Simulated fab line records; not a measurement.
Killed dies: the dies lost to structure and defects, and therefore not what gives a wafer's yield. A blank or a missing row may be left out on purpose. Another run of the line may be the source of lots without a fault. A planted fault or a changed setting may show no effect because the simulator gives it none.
Comparing a struck lot with a sound one    flow sky130    21 out of 708 route steps
Sound: the wafers L273.1, L273.5, L273.6. Wafers struck: L281.1, L281.3, L281.5. At the end, the cause is stated.
For every step that has rows: the tool of each side, followed by ch and its chambers, followed by its first start. Under that, the readings that differ: sound wafers    struck wafers    difference of the means    sigmas: that difference in standard deviations of wafers without a fault.
alike: words and numbers the same on both sides, and readings whose means are apart by under 2 such deviations; not compared: readings that were withheld, readings missing a value for some wafer, numbers with overlapping values and no deviation given by the record, and bounds like >300 which may hide the same value.
Wherever a step has rows on one side only, a row that says differs or no value, or a row with sigmas, the two part there. When numbers do not overlap yet have no deviation, they are printed without sigmas and do not part them. A reading missing from all wafers of one side parts the sides only when that side holds two or more wafers.

first, 4 steps without rows for these wafers: SKY_VT_ADJUST_HVTP_SOFTBAKE_03 (time 60 s); SKY_VT_ADJUST_HVTP_EXPOSE_04 (exposes mask HVTPM, target cd 380 nm); SKY_VT_ADJUST_HVTP_PEB_05; SKY_VT_ADJUST_HVTP_DEVELOP_06 (develop time 60 s).
SKY_VT_ADJUST_HVTP_CD_MEAS_07: target cd 380 nm.
  struck on cd_sem-01, day 11 03:16; sound on cd_sem-01, day 9 03:49
  alike: cd_nm
SKY_VT_ADJUST_HVTP_OVL_MEAS_08:
  struck on overlay-02, day 11 03:23; sound on overlay-02, day 9 03:56
  alike: VT_ADJUST_HVTP_OVL
following that, these wafers have no rows for 1 step: SKY_VT_ADJUST_HVTP_IMPLANT_09.
SKY_VT_ADJUST_HVTP_STRIP_10: strips in O2/N2.
  sound on plasma_asher-04 ch 0,1, day 9 04:07; struck on plasma_asher-03 ch 0,1, day 11 03:34
  alike: drypump_motor_current_A, oes_product_au, strip_time_to_endpoint_s
  not compared: rf_hours_counter_h
SKY_VT_ADJUST_HVTP_TW_MEAS_11:
  struck on film_metro-02, day 11 03:43; sound on film_metro-01, day 9 04:13
  alike: VT_ADJUST_HVTP_TW
then, 3 steps without rows for these wafers: SKY_VT_ADJUST_LVTN_DEHYDRATE_00 (time 60 s); SKY_VT_ADJUST_LVTN_HMDS_01 (prime time 60 s); SKY_VT_ADJUST_LVTN_COAT_02 (resist thk 3000 nm).
SKY_VT_ADJUST_LVTN_SOFTBAKE_03:
  sound on litho_track-01 ch 0, day 9 13:56; struck on litho_track-02 ch 0, day 11 14:49
reading                   sound                 struck                difference  sigmas
heater_power_total_W (W)  65.38 65.47 65.51     59.17 58.80 58.80     -6.53       -44
plate_temp_C (C)          109.71 109.99 109.96  101.99 102.07 102.01  -7.86       -60
then, 2 steps without rows for these wafers: SKY_VT_ADJUST_LVTN_EXPOSE_04 (exposes mask NWM COMPLEMENT LESS NATIVE, target cd 840 nm); SKY_VT_ADJUST_LVTN_PEB_05.
SKY_VT_ADJUST_LVTN_DEVELOP_06: develop time 60 s.
  sound: litho_track-04 ch 0; struck: litho_track-01 ch 0
reading                                           sound           struck          difference  sigmas
model.coat_of_VT_ADJUST_LVTN_COAT_02.thk_nm (nm)  2996 2999 3004  3058 3053 3059  +57         
SKY_VT_ADJUST_LVTN_OVL_MEAS_07:
  struck on overlay-01, day 12 03:20; sound on overlay-01, day 10 00:43
  alike: VT_ADJUST_LVTN_OVL
following that, these wafers have no rows for 1 step: SKY_VT_ADJUST_LVTN_IMPLANT_08.
SKY_VT_ADJUST_LVTN_STRIP_09: strips in O2/N2.
  sound on plasma_asher-02 ch 0,1, day 10 00:54; struck on plasma_asher-02 ch 0,1, day 12 03:31
reading                       sound              struck             difference  sigmas
strip_time_to_endpoint_s (s)  36.89 36.95 36.98  37.59 37.56 37.63  +0.65       +7
  alike: drypump_motor_current_A, oes_product_au
  not compared: rf_hours_counter_h
SKY_VT_ADJUST_LVTN_TW_MEAS_10:
  struck on film_metro-02, day 12 03:37; sound on film_metro-02, day 10 01:00
  alike: VT_ADJUST_LVTN_TW
-- record jumps: 38 days separate the struck wafers' starts on either side; left off in module VT_ADJUST_LVTN, taken up again in module PAD_OPEN, whose first shown step is the route's number 708 --
SKY_PAD_OPEN_PROBE_99:
  struck on prober-02, day 50 07:05; sound on prober-02, day 48 14:51
reading             sound     struck    difference  sigmas
killed_at_contacts  37 29 26  18 14 16  -15         -2
killed_dies         88 96 95  68 76 68  -22         -2
  alike: killed_at_M0_to_M3, killed_at_M4_up, killed_at_front_end, killed_at_other, killed_open, killed_short

WHERE THEY PART
Earliest at SKY_VT_ADJUST_LVTN_SOFTBAKE_03; latest, in this record, at SKY_PAD_OPEN_PROBE_99.

WHY: what had been put in by the simulator
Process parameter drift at SKY_VT_ADJUST_LVTN_SOFTBAKE_03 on litho_track-02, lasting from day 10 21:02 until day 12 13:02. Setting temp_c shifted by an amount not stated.
